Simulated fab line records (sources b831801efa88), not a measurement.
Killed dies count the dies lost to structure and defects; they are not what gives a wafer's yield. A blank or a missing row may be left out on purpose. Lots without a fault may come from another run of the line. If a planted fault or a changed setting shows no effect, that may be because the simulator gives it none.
A lot that was struck, set against a sound lot	flow sky130	15 steps out of a route of 708
Sound: these wafers, L208.2, L208.3, L208.5. Wafers struck: L217.1, L217.2, L217.4. At the end, the cause is stated.
Order at every step that has rows: each side's tool, ch and its chambers, its first start. Under that, the readings that differ: sound wafers	struck wafers	difference of the means	sigmas: that difference in standard deviations of wafers without a fault.
alike: readings whose means differ by less than 2 such deviations, and words and numbers that are the same on both sides. not compared: withheld readings, readings that some wafer has no value for, bounds like >300 that may hide the same value, and numbers for which the record gives no deviation and whose values overlap.
A row with sigmas, a row that says differs or no value, or rows on one side alone: a step with any of these is where the two part. Numbers that don't overlap but have no deviation are shown without sigmas and don't part them. Lack of a reading on every wafer of one side parts them only where that side has two or more wafers.

first, 8 steps without rows for these wafers: SKY_FIELD_ISO_DEHYDRATE_05 (time 60 s); SKY_FIELD_ISO_HMDS_06 (prime time 60 s); SKY_FIELD_ISO_COAT_07 (resist thk 60 nm); SKY_FIELD_ISO_COAT_08 (resist thk 450 nm); SKY_FIELD_ISO_SOFTBAKE_09 (time 90 s); SKY_FIELD_ISO_EXPOSE_10 (exposes mask FOM, target cd 150 nm); SKY_FIELD_ISO_PEB_11; SKY_FIELD_ISO_DEVELOP_12 (develop time 60 s).
SKY_FIELD_ISO_CD_MEAS_13: the cd target is 150 nm.
  sound on cd_sem-01 at day 2 04:46; struck on cd_sem-01 at day 4 04:06
  alike: cd_nm
SKY_FIELD_ISO_ETCH_14: etches BARC in N2/H2, stops on SiO2, time 45.9 s, target depth 60 nm.
  sound on rie_diel-01 ch 1,2,3, day 2 04:52; struck on rie_diel-01 ch 0,2,3, day 4 04:13
  alike: bias_w, drypump_motor_current_A, oes_product_au, throttle_valve_pct
  not compared: rf_hours_counter_h
SKY_FIELD_ISO_ETCH_15: etches the open film in CHF3/O2, stops on Si, target depth 180 nm, time 72 s.
  sound on rie_diel-01 ch 1,2,3, day 2 04:55; struck on rie_diel-01 ch 0,2,3, day 4 04:16
  alike: bias_w, drypump_motor_current_A, oes_product_au, throttle_valve_pct
  not compared: rf_hours_counter_h
SKY_FIELD_ISO_STRIP_16: strips in O2/N2.
  sound on plasma_asher-01 ch 0,1, day 2 04:58; struck on plasma_asher-01 ch 0,1, day 4 04:19
reading	sound	struck	difference	sigmas
strip_time_to_endpoint_s (s)	3.58 3.54 3.52	3.59 3.64 3.64	+0.08	+2
  alike: drypump_motor_current_A, oes_product_au
  not compared: rf_hours_counter_h
SKY_FIELD_ISO_ETCH_17: etches Si in HBr/Cl2/O2, target depth 342 nm, time 97.7 s.
  sound on rie_si-01 ch 1,3, day 2 05:04; struck on rie_si-01 ch 0,1,3, day 4 04:25
reading	sound	struck	difference	sigmas
bias_w (W)	150.3 149.5 150.4	156.6 156.7 156.7	+6.6	+16
throttle_valve_pct (%)	25.669 25.685 25.676	25.652 25.648 25.649	-0.027	-2
  alike: HBr_flow_sccm, drypump_motor_current_A, he_backside_leak_sccm, oes_product_au
  not compared: rf_hours_counter_h
then, 1 step without rows for these wafers: SKY_FIELD_ISO_WET_ETCH_18 (etches Si3N4 in H3PO4, target depth 25 nm, time 286 s).
-- the record jumps here: 44 days lie between the struck wafers' starts before and after (it left off in module FIELD_ISO and takes up again in module PAD_OPEN, whose first step shown is number 708 of the route) --
SKY_PAD_OPEN_PROBE_99:
  sound on prober-01 at day 45 10:28; struck on prober-02 at day 48 00:46
  alike: killed_at_M0_to_M3, killed_at_M4_up, killed_at_contacts, killed_at_front_end, killed_at_other, killed_dies, killed_on_rim, killed_open, killed_short

WHERE THEY PART
Last at SKY_FIELD_ISO_ETCH_17 as far as this record goes, first at SKY_FIELD_ISO_STRIP_16. Later steps at which nothing parts them and some readings are alike: SKY_PAD_OPEN_PROBE_99.

WHY: what the simulator had put in
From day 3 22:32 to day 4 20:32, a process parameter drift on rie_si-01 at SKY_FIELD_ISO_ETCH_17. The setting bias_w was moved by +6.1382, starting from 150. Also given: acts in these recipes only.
